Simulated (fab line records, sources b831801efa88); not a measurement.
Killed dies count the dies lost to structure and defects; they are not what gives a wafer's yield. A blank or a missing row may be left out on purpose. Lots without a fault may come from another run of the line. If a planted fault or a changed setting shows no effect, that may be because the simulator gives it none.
The tool behind it: which one? + flow gf180mcu + Sampling: 11 lots, 30 wafers, 5 of 602 route steps

WHAT EACH GAUGE READ, for each wafer
GF_V5_THK_MEAS_01. Usual: V5_CVD_00_THK typically reads 299.5 nm, with standard deviation 2.6.
| lot  | measured     | on            | V5_CVD_00_THK (nm) | flag |
|------|--------------|---------------|--------------------|------|
| L270 | day 27 11:02 | film metro-04 | 301.1 302.0 304.3  |      |
| L271 | day 27 16:09 | film metro-01 | 298.3 297.6 302.0  |      |
| L273 | day 27 19:04 | film metro-01 | 302.5 304.8 300.7  |      |
| L275 | day 28 17:23 | film metro-03 | 292.4 296.3 297.6  |      |
| L278 | day 29 14:43 | film metro-01 | 298.7 299.4        |      |
| L280 | day 30 06:50 | film metro-03 | 294.6 299.2        |      |
| L282 | day 30 13:35 | film metro-04 | 299.4 297.6        |      |
| L285 | day 31 12:37 | film metro-04 | 302.5 299.3 299.8  |      |
| L286 | day 31 12:58 | film metro-01 | 296.0 300.6 299.1  |      |
| L289 | day 32 13:46 | film metro-01 | 301.9 300.7 299.5  |      |
| L291 | day 32 20:45 | film metro-03 | 301.9 300.5 302.5  |      |

GF_V5_RS_MEAS_24: measurement is done with a four-point probe. Usual: V5_W_RS typically reads 0.3299 ohm/sq, with standard deviation 0.003.
| lot  | measured     | on            | V5_W_RS (ohm/sq)     | flag |
|------|--------------|---------------|----------------------|------|
| L270 | day 28 07:38 | film metro-04 | 0.3262 0.3301 0.3291 |      |
| L271 | day 28 12:52 | film metro-04 | 0.3234 0.3259 0.3270 |      |
| L273 | day 28 16:28 | film metro-03 | 0.3307 0.3305 0.3320 |      |
| L275 | day 29 14:56 | film metro-04 | 0.3319 0.3316 0.3347 |      |
| L278 | day 30 11:20 | film metro-04 | 0.3288 0.7352        | OFF  |
| L280 | day 31 02:14 | film metro-03 | 0.7524 0.3330        | OFF  |
| L282 | day 31 08:51 | film metro-04 | 0.3314 0.7450        | OFF  |
| L285 | day 32 07:27 | film metro-04 | 0.3270 0.3300 0.3247 |      |
| L286 | day 32 07:34 | film metro-03 | 0.3317 0.3302 0.3349 |      |
| L289 | day 33 07:20 | film metro-01 | 0.3231 0.3282 0.3284 |      |
| L291 | day 33 13:41 | film metro-04 | 0.3304 0.3316 0.3321 |      |

GF_V5_THK_MEAS_25: measures by xrf. Usual: V5_W_THK typically reads 356 nm, with standard deviation 4.5.
| lot  | measured     | on            | V5_W_THK (nm) | flag |
|------|--------------|---------------|---------------|------|
| L270 | day 28 07:45 | film metro-04 | 359 357 356   |      |
| L271 | day 28 12:59 | film metro-04 | 363 362 359   |      |
| L273 | day 28 16:35 | film metro-03 | 357 358 360   |      |
| L275 | day 29 15:02 | film metro-04 | 354 353 352   |      |
| L278 | day 30 11:28 | film metro-04 | 352 159       | OFF  |
| L280 | day 31 02:20 | film metro-03 | 157 350       | OFF  |
| L282 | day 31 08:58 | film metro-04 | 354 158       | OFF  |
| L285 | day 32 07:34 | film metro-04 | 356 354 358   |      |
| L286 | day 32 07:40 | film metro-03 | 353 354 351   |      |
| L289 | day 33 07:27 | film metro-01 | 364 357 358   |      |
| L291 | day 33 13:49 | film metro-04 | 355 354 354   |      |

WHAT TOOL EACH LOT RAN ON (gives the tool, then ch and the chambers of the sampled wafers, and finally the start)
| lot  | GF_V5_SPUTTER_22             | GF_V5_CVD_23                  |
|------|------------------------------|-------------------------------|
| L270 | pvd sputter-02, day 28 07:29 | cvd w-01 ch 0,1, day 28 07:31 |
| L271 | pvd sputter-01, day 28 12:43 | cvd w-01 ch 0,1, day 28 12:46 |
| L273 | pvd sputter-02, day 28 16:18 | cvd w-01 ch 0,1, day 28 16:20 |
| L275 | pvd sputter-03, day 29 14:45 | cvd w-02 ch 0,1, day 29 14:50 |
| L278 | pvd sputter-02, day 30 11:08 | cvd w-01 ch 1, day 30 11:10   |
| L280 | pvd sputter-02, day 31 02:02 | cvd w-01 ch 0, day 31 02:07   |
| L282 | pvd sputter-01, day 31 08:42 | cvd w-01 ch 1, day 31 08:44   |
| L285 | pvd sputter-03, day 32 07:17 | cvd w-02 ch 0,1, day 32 07:19 |
| L286 | pvd sputter-01, day 32 07:23 | cvd w-02 ch 0,1, day 32 07:26 |
| L289 | pvd sputter-02, day 33 07:11 | cvd w-02 ch 0,1, day 33 07:13 |
| L291 | pvd sputter-02, day 33 13:32 | cvd w-02 ch 0,1, day 33 13:34 |
- GF_V5_SPUTTER_22: material TiN, target thk 10 nm, time 40 s.
- GF_V5_CVD_23: deposits W, target thk 350 nm, time 104.9 s.

WHAT THE TOOLS THEMSELVES READ (means of the sampled wafers that have a number; where no wafer has one, the mark that the record gives instead)
GF_V5_SPUTTER_22. Usual: chamber pressure pa 5.001 Pa, standard deviation 0.011; throttle valve pct 30.0 %, standard deviation 0.72.
| lot  | tool           | chamber pressure pa (Pa) | throttle valve pct (%) | flag |
|------|----------------|--------------------------|------------------------|------|
| L270 | pvd sputter-02 | 5.004                    | 30.1                   |      |
| L271 | pvd sputter-01 | 4.998                    | 30.3                   |      |
| L273 | pvd sputter-02 | 4.995                    | 30.2                   |      |
| L275 | pvd sputter-03 | 4.996                    | 30.3                   |      |
| L278 | pvd sputter-02 | 5.005                    | 28.9                   |      |
| L280 | pvd sputter-02 | 5.008                    | 30.3                   |      |
| L282 | pvd sputter-01 | 5.000                    | 30.3                   |      |
| L285 | pvd sputter-03 | 5.002                    | 30.4                   |      |
| L286 | pvd sputter-01 | 4.998                    | 30.0                   |      |
| L289 | pvd sputter-02 | 5.011                    | 29.6                   |      |
| L291 | pvd sputter-02 | 5.012                    | 29.9                   |      |

GF_V5_CVD_23. Usual: 749 W for heater power w, sd 87.
| lot  | tool     | heater power w (W) | flag |
|------|----------|--------------------|------|
| L270 | cvd w-01 | 680                |      |
| L271 | cvd w-01 | 683                |      |
| L273 | cvd w-01 | 685                |      |
| L275 | cvd w-02 | 776                |      |
| L278 | cvd w-01 | 672                |      |
| L280 | cvd w-01 | 695                |      |
| L282 | cvd w-01 | 660                |      |
| L285 | cvd w-02 | 784                |      |
| L286 | cvd w-02 | 838                |      |
| L289 | cvd w-02 | 783                |      |
| L291 | cvd w-02 | 781                |      |

THE ANSWER, worked out from the rows above alone
Rule: lot off if the mean of its wafers having a number is beyond 3 standard deviations from the usual mean. A lot without any number at a reading at which 4 lots or more have one is off too. All remaining lots with rows at the step are treated as sound. Order of review: gauges by route order, followed by the tools' own readings, for which a lot's mean as printed above is used. At the first step where some lot is off, the reading lying furthest off is the one used; lots without a number count as furthest.
Off: at GF_V5_RS_MEAS_24 (V5_W_RS), L278, L280, L282.
If a tool, at a process step before that reading, ran all the lots that are off and no sound lot after the first of them, it fits. Gauges at GF_V5_RS_MEAS_24: tried the same way as those tools. One fits: cvd w-01 at GF_V5_CVD_23. A fault onset in the window from L273 (day 28 16:20, its last sound lot) to L278 (day 30 11:10, its first lot off) fits.

WHAT HAD BEEN PUT IN BY THE SIMULATOR
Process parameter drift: cvd w-01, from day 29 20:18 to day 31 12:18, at GF_V5_CVD_23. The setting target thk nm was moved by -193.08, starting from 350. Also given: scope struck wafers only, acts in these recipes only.
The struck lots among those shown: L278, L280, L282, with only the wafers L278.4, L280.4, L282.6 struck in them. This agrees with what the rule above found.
